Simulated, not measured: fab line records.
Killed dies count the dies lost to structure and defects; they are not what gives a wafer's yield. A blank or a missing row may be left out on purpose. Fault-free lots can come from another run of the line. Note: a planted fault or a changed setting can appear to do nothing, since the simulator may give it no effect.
Which tool was responsible? -- flow sky130 -- Sampling: 12 lots, 36 wafers, 4 of 708 route steps

== WHAT EACH GAUGE READ, for each wafer ==
SKY_LI_CONTACT_RS_MEAS_22: the measuring method here is four-point-probe. Usual: LI_CONTACT_W_RS typically reads 0.285 ohm/sq, with standard deviation 0.0053.
lot,measured,on,LI_CONTACT_W_RS (ohm/sq),flag
L998,day 29 02:44,film metro-03,0.272 0.275 0.286,
L999,day 29 10:39,film metro-03,0.286 0.289 0.284,
L106,day 32 05:46,film metro-03,0.287 0.289 0.292,
L108,day 32 09:34,film metro-03,0.275 0.287 0.277,
L110,day 33 09:16,film metro-03,0.294 0.279 0.289,
L111,day 33 17:06,film metro-01,0.283 0.283 0.285,
L114,day 34 10:02,film metro-03,0.282 0.280 0.283,
L116,day 35 04:38,film metro-03,0.285 0.286 0.282,
L117,day 35 17:47,film metro-04,0.283 0.282 0.283,
L119,day 36 14:11,film metro-01,0.289 0.283 0.287,
L120,day 36 14:29,film metro-04,0.289 0.275 0.277,
L121,day 36 15:29,film metro-04,0.275 0.277 0.293,

== EACH LOT AND THE TOOL THAT RAN IT (in order: tool; ch and the chambers of the sampled wafers; start) ==
lot,SKY_VT_ADJUST_HVTP_STRIP_10,SKY_SONOS_ONO_SOFTBAKE_09,SKY_SPACER_ETCHBACK_02
L998,"plasma asher-04 ch 0,1, day 6 02:55","litho track-01 ch 0, day 12 04:11","rie diel-02 ch 2,3, day 22 22:02"
L999,"plasma asher-03 ch 0,1, day 6 09:37","litho track-02 ch 0, day 12 11:50","rie diel-01 ch 0,1,3, day 23 05:19"
L106,"plasma asher-04 ch 0,1, day 8 07:07","litho track-03 ch 0, day 15 01:41","rie diel-01 ch 0,2,3, day 26 05:31"
L108,"plasma asher-04 ch 0,1, day 8 14:22","litho track-03 ch 0, day 15 09:14","rie diel-02 ch 1,2,3, day 26 10:20"
L110,"plasma asher-01 ch 0,1, day 9 08:27","litho track-03 ch 0, day 16 07:26","rie diel-02 ch 1,2,3, day 27 10:47"
L111,"plasma asher-04 ch 0,1, day 9 13:48","litho track-03 ch 0, day 16 16:14","rie diel-02 ch 1,2, day 27 18:26"
L114,"plasma asher-04 ch 0,1, day 10 06:55","litho track-01 ch 0, day 17 12:01","rie diel-01 ch 0,2,3, day 28 12:45"
L116,"plasma asher-01 ch 0,1, day 10 20:29","litho track-02 ch 0, day 18 08:26","rie diel-03 ch 0,2,3, day 29 09:12"
L117,"plasma asher-01 ch 0,1, day 11 02:45","litho track-01 ch 0, day 18 16:50","rie diel-02 ch 0,1,3, day 29 22:11"
L119,"plasma asher-01 ch 0,1, day 11 17:50","litho track-02 ch 0, day 19 09:50","rie diel-03 ch 0,3, day 30 21:42"
L120,"plasma asher-04 ch 0,1, day 11 21:09","litho track-03 ch 0, day 19 16:50","rie diel-02 ch 1,2,3, day 30 21:42"
L121,"plasma asher-03 ch 0,1, day 12 03:56","litho track-02 ch 0, day 19 21:34","rie diel-01 ch 0,1,2, day 30 23:46"
- SKY_VT_ADJUST_HVTP_STRIP_10: strips in O2/N2.
- SKY_SONOS_ONO_SOFTBAKE_09: time 60 s.
- SKY_SPACER_ETCHBACK_02: etches Si3N4 in CH3F/O2, stops on SiO2, time 46.7 s, target depth 45 nm.

== WHAT THE TOOLS THEMSELVES READ (means of the sampled wafers that have a number; where no wafer has one, the mark that the record gives instead) ==
SKY_VT_ADJUST_HVTP_STRIP_10. Usual: drypump motor current A 5.9 A, standard deviation 0.36; n2 flow sccm 299.9 sccm, standard deviation 0.79; oes product au 0.715 a.u., standard deviation 0.0046; strip time to endpoint s 14.19 s, standard deviation 0.041.
lot,tool,drypump motor current A (A),n2 flow sccm (sccm),oes product au (a.u.),strip time to endpoint s (s),flag
L998,plasma asher-04,5.5,299.7,0.719,14.24,
L999,plasma asher-03,5.9,300.2,0.718,14.19,
L106,plasma asher-04,5.5,299.7,0.716,14.23,
L108,plasma asher-04,5.5,300.5,0.713,14.18,
L110,plasma asher-01,6.3,299.6,0.716,14.17,
L111,plasma asher-04,5.5,300.0,0.713,14.17,
L114,plasma asher-04,5.6,300.2,0.721,14.16,
L116,plasma asher-01,6.3,300.0,0.718,14.16,
L117,plasma asher-01,6.3,298.8,0.712,14.21,
L119,plasma asher-01,6.3,299.2,0.718,14.12,
L120,plasma asher-04,5.5,299.8,0.719,14.21,
L121,plasma asher-03,5.9,301.0,0.716,14.19,

SKY_SONOS_ONO_SOFTBAKE_09. Usual: exhaust pa 45.0 Pa, standard deviation 0.77; heater power total W 56.59 W, standard deviation 0.045; plate temp C 89.99 C, standard deviation 0.11; run length s 89.13 s, standard deviation 0.19.
lot,tool,exhaust pa (Pa),heater power total W (W),plate temp C (C),run length s (s),flag
L998,litho track-01,45.3,56.60,90.00,89.17,
L999,litho track-02,46.2,56.61,89.94,88.80,
L106,litho track-03,44.5,56.62,89.96,89.25,
L108,litho track-03,44.8,58.34,-,83.91,OFF
L110,litho track-03,44.7,58.31,-,83.93,OFF
L111,litho track-03,45.1,58.35,-,84.02,OFF
L114,litho track-01,46.0,56.58,89.92,89.20,
L116,litho track-02,45.2,56.57,89.90,88.89,
L117,litho track-01,44.3,56.59,90.06,89.29,
L119,litho track-02,45.3,56.61,90.12,88.92,
L120,litho track-03,44.7,56.60,89.95,89.35,
L121,litho track-02,45.1,56.57,90.16,88.86,

SKY_SPACER_ETCHBACK_02. Usual: drypump motor current A 5.8 A, standard deviation 0.43; oes product au 0.855 a.u., standard deviation 0.0056; throttle valve pct 10.562 %, standard deviation 0.0091.
lot,tool,drypump motor current A (A),oes product au (a.u.),throttle valve pct (%),flag
L998,rie diel-02,6.1,0.853,10.564,
L999,rie diel-01,5.4,0.859,10.562,
L106,rie diel-01,5.6,0.854,10.553,
L108,rie diel-02,6.2,0.848,10.557,
L110,rie diel-02,6.2,0.856,10.558,
L111,rie diel-02,6.3,0.859,10.556,
L114,rie diel-01,5.6,0.862,10.561,
L116,rie diel-03,6.0,0.858,10.565,
L117,rie diel-02,6.1,0.851,10.562,
L119,rie diel-03,6.1,0.856,10.561,
L120,rie diel-02,6.2,0.852,10.568,
L121,rie diel-01,5.4,0.849,10.570,

== THE ANSWER, worked out from the rows above alone ==
Rule: a lot counts as off when the mean over its wafers that have a number is more than 3 standard deviations away from the usual mean. A lot without any number at a reading at which 4 lots or more have one is off too. The other lots that the step has rows for count as sound. The gauges are gone through in route order, then the tools' own readings, and for those a lot's mean is taken as printed above. At the first step where some lot is off, the reading lying furthest off is the one used; lots without a number count as furthest.
Off, at SKY_SONOS_ONO_SOFTBAKE_09 on plate temp C: L108, L110, L111. Without a number there: L108, L110, L111.
A tool fits if, at that step or a process step before it, it ran every lot that is off, and no sound lot after the first of them. No candidate that was tried fits.

== WHAT THE SIMULATOR PUT IN ==
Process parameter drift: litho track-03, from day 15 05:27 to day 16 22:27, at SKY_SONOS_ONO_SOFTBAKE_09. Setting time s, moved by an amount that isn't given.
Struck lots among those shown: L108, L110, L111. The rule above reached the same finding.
